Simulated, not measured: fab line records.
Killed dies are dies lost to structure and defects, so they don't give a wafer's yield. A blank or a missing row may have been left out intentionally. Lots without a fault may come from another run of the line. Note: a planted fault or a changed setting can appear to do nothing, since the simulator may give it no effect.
Comparing a struck lot with a sound one || flow sky130 || 17 steps out of a route of 708
Sound: the wafers L981.1, L981.2, L981.4. Wafers L991.2, L991.5, L991.6 were the ones struck. The cause is named last.
At each step with rows: each side's tool, then ch and its chambers, then its first start. Under that, the readings that differ: sound wafers || struck wafers || difference of the means || sigmas: that difference in standard deviations of wafers without a fault.
alike: a reading whose means differ by less than 2 such deviations, as well as words and numbers matching on both sides. not compared: withheld readings; readings where some wafer has no value; bounds like >300 that might hide an equal value; numbers whose values overlap and for which the record gives no deviation.
The two part at a step that has a row with sigmas, a row that says differs or no value, or rows on one side only. When numbers do not overlap yet have no deviation, they are printed without sigmas and do not part them. Lack of a reading on every wafer of one side parts them only where that side has two or more wafers.

SKY_GATE_OXIDE_TW_MEAS_14:
  sound on filmMetro-04, day 15 19:17; struck on filmMetro-03, day 19 15:30
  alike: GATE_OXIDE_TW
then, 3 steps without rows for these wafers: SKY_GATE_OXIDE_CLEAN_15 (cleans in SC1/SC2, time 150 s); SKY_GATE_OXIDE_OXIDATION_16 (stabilise 600 s, purge 300 s, target thk 3.57 nm); SKY_POLY_GATE_CVD_00 (deposits poly-Si, target thk 180 nm, time 720 s).
SKY_POLY_GATE_THK_MEAS_01:
  sound on filmMetro-01, day 15 22:20; struck on filmMetro-02, day 19 18:21
{"reading": "POLY_GATE_CVD_00_THK (nm)", "sound": "180.1 178.6 179.1", "struck": "184.1 183.8 185.5", "difference": "+5.2", "sigmas": "+3"}
then, 7 steps without rows for these wafers: SKY_RES_PROTECT_DEHYDRATE_00 (time 60 s); SKY_RES_PROTECT_HMDS_01 (prime time 60 s); SKY_RES_PROTECT_COAT_02 (resist thk 1140 nm); SKY_RES_PROTECT_SOFTBAKE_03 (time 60 s); SKY_RES_PROTECT_EXPOSE_04 (exposes mask RPM, target cd 1270 nm); SKY_RES_PROTECT_PEB_05; SKY_RES_PROTECT_DEVELOP_06 (develop time 60 s).
SKY_POLY_GATE_IMPLANT_02:
  sound on implanter-03 ch 0, day 17 01:55; struck on implanter-04 ch 0, day 21 00:35
{"reading": "beamOnS (s)", "sound": "35.4 36.8 35.1", "struck": "14.2 13.7 13.7", "difference": -21.9, "sigmas": -10}
{"reading": "doseIonsCm2", "sound": "7.696e+15 7.69e+15 7.694e+15", "struck": "3.285e+15 3.3e+15 3.297e+15", "difference": -4.399e+15, "sigmas": "-99 or more"}
{"reading": "endStationPressureTorr (Torr)", "sound": "1.04e-05 1.08e-05 1.09e-05", "struck": "1.42e-05 1.49e-05 1.57e-05", "difference": "+4.23e-06", "sigmas": "+5"}
  alike: faradayCurrentUA, tiltDeg
SKY_RES_PROTECT_STRIP_07: strips in O2/N2.
  sound on plasmaAsher-04 ch 0,1, day 17 02:04; struck on plasmaAsher-03 ch 0,1, day 21 00:43
{"reading": "oesProductAu (a.u.)", "sound": "0.519 0.514 0.518", "struck": "0.562 0.564 0.564", "difference": "+0.046", "sigmas": "+10"}
{"reading": "stripTimeToEndpointS (s)", "sound": "23.35 23.30 23.31", "struck": "19.83 19.84 19.78", "difference": -3.50, "sigmas": -70}
  alike: drypumpMotorCurrentA
  not compared: rfHoursCounterH
SKY_RES_PROTECT_TW_MEAS_08:
  sound on filmMetro-04, day 17 02:10; struck on filmMetro-04, day 21 00:49
{"reading": "POLY_GATE_TW", "sound": "4012 3998 4028", "struck": "3719 3724 3732", "difference": -288, "sigmas": -7}
then, 1 step without rows for these wafers: SKY_RES_PROTECT_CLEAN_09 (cleans in SC1/SC2, time 150 s).
-- here the record skips 29 days between the struck wafers' starts before and after, leaving off in module RES_PROTECT and picking up in module PAD_OPEN (first step shown: number 708 of the route) --
SKY_PAD_OPEN_PROBE_99:
  sound on prober-02, day 47 04:11; struck on prober-02, day 49 14:25
{"reading": "model.etest.resPoly.lineOhmUm", "sound": "514.1 524.4 524.5", "struck": "1268 1277 1332", "difference": "+771", "sigmas": ""}
{"reading": "model.etest.liconPoly.rcOhm", "sound": "152.6 150.1 148.1", "struck": "714.5 738.6 749", "difference": "+583.8", "sigmas": ""}
{"reading": "model.etest.resPoly.rsOhmSq", "sound": "48.59 48.91 48.32", "struck": "123.1 122.2 123.7", "difference": "+74.4", "sigmas": ""}
{"reading": "model.etest.nfet_01v8.rOnOhmUm", "sound": "831.4 800.8 812.2", "struck": "888.8 870.3 868.2", "difference": "+61.0", "sigmas": ""}
{"reading": "model.etest.nfet_01v8_turned.driveUaUm", "sound": "497.9 522.6 510.4", "struck": "464.3 463.9 475.1", "difference": -42.5, "sigmas": ""}
{"reading": "model.etest.nfet_01v8_swapped.driveUaUm", "sound": "501.7 515.8 512.2", "struck": "464.3 461 470.4", "difference": -44.7, "sigmas": ""}
{"reading": "model.etest.nfet_01v8_lvt.driveUaUm", "sound": "574 588.8 583.6", "struck": "530.7 532.4 542.6", "difference": -46.9, "sigmas": ""}
{"reading": "model.etest.nfet_01v8.driveUaUm", "sound": "501.3 516.8 511.7", "struck": "460.1 462.9 467.6", "difference": -46.4, "sigmas": ""}
  alike: killed_at_M0_to_M3, killed_at_M4_up, killedAtContacts, killedAtFrontEnd, killedAtOther, killedDies, killedOpen, killedShort

## WHERE THEY PART
First at SKY_POLY_GATE_THK_MEAS_01; last, within this record, at SKY_RES_PROTECT_TW_MEAS_08. Later steps at which nothing parts them and some readings are alike: SKY_PAD_OPEN_PROBE_99.

WHY: what the simulator had put in
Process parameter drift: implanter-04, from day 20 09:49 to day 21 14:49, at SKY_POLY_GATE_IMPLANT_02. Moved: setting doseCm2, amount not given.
